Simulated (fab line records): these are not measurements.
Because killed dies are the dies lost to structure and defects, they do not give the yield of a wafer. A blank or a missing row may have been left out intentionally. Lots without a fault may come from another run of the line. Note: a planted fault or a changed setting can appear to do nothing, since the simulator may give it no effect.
Which tool is to blame?    flow gf180mcu    39 wafers from 13 lots sampled at 6 of the route's 602 steps

== WHAT THE GAUGES SHOWED, per wafer ==
GF_POLY_GATE_THK_MEAS_17. Usual: POLY_GATE_OXIDATION_THK typically reads 3.99 nm, with standard deviation 0.082.
lot   measured      on             POLY_GATE_OXIDATION_THK (nm)  flag
L786  day 9 06:54   film-metro-02  4.01 3.89 3.92                
L787  day 9 15:43   film-metro-02  4.00 4.05 3.96                
L795  day 12 17:55  film-metro-01  4.05 4.04 4.12                
L798  day 13 13:28  film-metro-01  3.73 3.86 3.85                
L799  day 13 13:28  film-metro-03  3.93 3.94 4.02                
L801  day 13 21:23  film-metro-02  3.90 3.87 3.83                
L802  day 14 10:58  film-metro-02  4.00 3.97 3.96                
L803  day 14 12:13  film-metro-01  4.01 4.08 4.00                
L804  day 14 15:47  film-metro-03  3.98 3.96 4.01                
L806  day 15 08:16  film-metro-01  3.91 3.92 3.91                
L807  day 15 14:55  film-metro-01  3.96 3.97 3.96                
L808  day 16 02:47  film-metro-01  4.00 4.04 4.04                
L809  day 16 05:32  film-metro-01  3.84 3.91 3.91                

GF_HV_LDD_CD_MEAS_46: target cd 400 nm. Usual: cd-nm 399.9 nm, standard deviation 2.5.
lot   measured      on         cd-nm (nm)         flag
L786  day 12 06:58  cd-sem-01  403.7 401.9 401.0  
L787  day 12 15:49  cd-sem-02  398.7 401.5 400.9  
L795  day 16 08:58  cd-sem-01  - - -              OFF
L798  day 17 07:27  cd-sem-01  400.4 400.7 399.6  
L799  day 17 05:24  cd-sem-02  402.3 401.9 402.8  
L801  day 17 15:21  cd-sem-02  402.2 403.9 403.0  
L802  day 18 05:51  cd-sem-01  398.6 401.2 401.1  
L803  day 18 10:00  cd-sem-01  400.8 399.7 401.9  
L804  day 18 10:22  cd-sem-01  397.9 396.5 396.2  
L806  day 19 06:19  cd-sem-01  399.8 399.3 398.4  
L807  day 19 13:35  cd-sem-02  399.7 399.6 400.5  
L808  day 20 03:08  cd-sem-01  400.9 400.2 399.6  
L809  day 20 05:10  cd-sem-02  398.9 400.6 398.7  

GF_HV_LDD_TW_MEAS_50. Usual: HV_LDD_4_TW typically reads 569, with standard deviation 3.9.
lot   measured      on             HV_LDD_4_TW  flag
L786  day 12 07:22  film-metro-04  577 575 575  
L787  day 12 16:13  film-metro-03  567 569 564  
L795  day 16 09:22  film-metro-04  30 30 30     OFF
L798  day 17 07:51  film-metro-04  571 572 572  
L799  day 17 05:47  film-metro-02  568 564 566  
L801  day 17 15:45  film-metro-02  566 567 568  
L802  day 18 06:14  film-metro-04  575 573 571  
L803  day 18 10:23  film-metro-04  576 574 575  
L804  day 18 10:44  film-metro-02  571 566 571  
L806  day 19 06:43  film-metro-03  563 562 563  
L807  day 19 13:58  film-metro-03  565 564 562  
L808  day 20 03:31  film-metro-04  575 574 572  
L809  day 20 05:33  film-metro-03  566 564 562  

GF_M1_CD_MEAS_14: target cd 230 nm. Usual: cd-nm 230.2 nm, standard deviation 1.2.
lot   measured      on         cd-nm (nm)         flag
L786  day 17 00:55  cd-sem-01  230.8 230.2 230.0  
L787  day 17 11:10  cd-sem-02  228.3 229.4 228.6  
L798  day 22 15:29  cd-sem-02  230.3 231.3 230.5  
L799  day 22 11:53  cd-sem-01  229.0 228.5 227.4  
L801  day 22 22:23  cd-sem-02  230.0 229.0 229.6  
L802  day 23 11:07  cd-sem-01  228.7 230.8 230.8  
L803  day 23 16:43  cd-sem-01  229.5 229.7 228.8  
L804  day 23 17:28  cd-sem-02  229.1 229.8 230.9  
L806  day 24 10:50  cd-sem-01  229.4 230.4 230.1  
L807  day 24 18:22  cd-sem-01  230.4 229.4 229.8  
L808  day 25 05:11  cd-sem-02  230.6 230.9 231.5  
L809  day 25 07:11  cd-sem-01  227.0 227.6 229.6  

GF_M2_THK_MEAS_06: measures by xrf. Usual: M2_ALCU_THK typically reads 462 nm, with standard deviation 5.7.
lot   measured      on             M2_ALCU_THK (nm)  flag
L786  day 18 04:05  film-metro-01  464 469 466       
L787  day 18 14:14  film-metro-01  454 458 451       
L798  day 23 17:10  film-metro-02  460 466 463       
L799  day 23 14:22  film-metro-03  469 461 465       
L801  day 24 00:20  film-metro-01  452 453 444       
L802  day 24 13:21  film-metro-03  467 468 470       
L803  day 24 18:14  film-metro-02  464 455 455       
L804  day 24 19:37  film-metro-01  460 458 459       
L806  day 25 12:04  film-metro-01  463 462 465       
L807  day 25 19:43  film-metro-03  466 463 462       
L808  day 26 05:48  film-metro-02  453 451 456       
L809  day 26 07:47  film-metro-02  462 463 476       

== WHICH TOOL RAN EACH LOT (tool, then ch and the chambers of the sampled wafers, then the start) ==
lot   GF_HV_LDD_EXPOSE_43
L786  iline-stepper-01 ch 0, day 11 22:01
L787  iline-stepper-02 ch 0, day 12 07:09
L795  iline-stepper-02 ch 0, day 15 21:55
L798  iline-stepper-01 ch 0, day 16 19:49
L799  iline-stepper-02 ch 0, day 16 17:46
L801  iline-stepper-02 ch 0, day 17 03:48
L802  iline-stepper-02 ch 0, day 17 18:22
L803  iline-stepper-02 ch 0, day 17 21:59
L804  iline-stepper-02 ch 0, day 17 22:37
L806  iline-stepper-02 ch 0, day 18 17:55
L807  iline-stepper-02 ch 0, day 19 01:40
L808  iline-stepper-01 ch 0, day 19 15:07
L809  iline-stepper-01 ch 0, day 19 17:21
- GF_HV_LDD_EXPOSE_43: exposes mask Pplus HV AREA, target cd 400 nm.

== WHAT THE TOOLS THEMSELVES READ (means of the sampled wafers that have a number; where no wafer has one, the mark that the record gives instead) ==
GF_HV_LDD_EXPOSE_43. Usual: reticle-temp-C 22.99 C, standard deviation 0.11.
lot   tool              reticle-temp-C (C)  flag
L786  iline-stepper-01  23.03               
L787  iline-stepper-02  22.90               
L795  iline-stepper-02  22.87               
L798  iline-stepper-01  22.98               
L799  iline-stepper-02  22.91               
L801  iline-stepper-02  23.02               
L802  iline-stepper-02  22.83               
L803  iline-stepper-02  23.06               
L804  iline-stepper-02  23.11               
L806  iline-stepper-02  22.86               
L807  iline-stepper-02  22.93               
L808  iline-stepper-01  23.01               
L809  iline-stepper-01  23.05               

== THE ANSWER, worked out from the rows above alone ==
Rule: a lot counts as off when the mean over its wafers that have a number is more than 3 standard deviations away from the usual mean. A lot without any number at a reading at which 4 lots or more have one is off too. All remaining lots with rows at the step are treated as sound. The gauges are gone through in route order, then the tools' own readings, and for those a lot's mean is taken as printed above. At the first step where some lot is off, the reading lying furthest off is the one used; lots without a number count as furthest.
Off: L795 (GF_HV_LDD_CD_MEAS_46, cd-nm). Without a number there: L795.
If a tool, at a process step before that reading, ran all the lots that are off and no sound lot after the first of them, it fits. Not tried: the gauges at GF_HV_LDD_CD_MEAS_46; whatever is off there is also off at GF_HV_LDD_TW_MEAS_50, on other tools, and gauge error can't account for it. Not one of the candidates tried fits.

== WHAT HAD BEEN PUT IN BY THE SIMULATOR ==
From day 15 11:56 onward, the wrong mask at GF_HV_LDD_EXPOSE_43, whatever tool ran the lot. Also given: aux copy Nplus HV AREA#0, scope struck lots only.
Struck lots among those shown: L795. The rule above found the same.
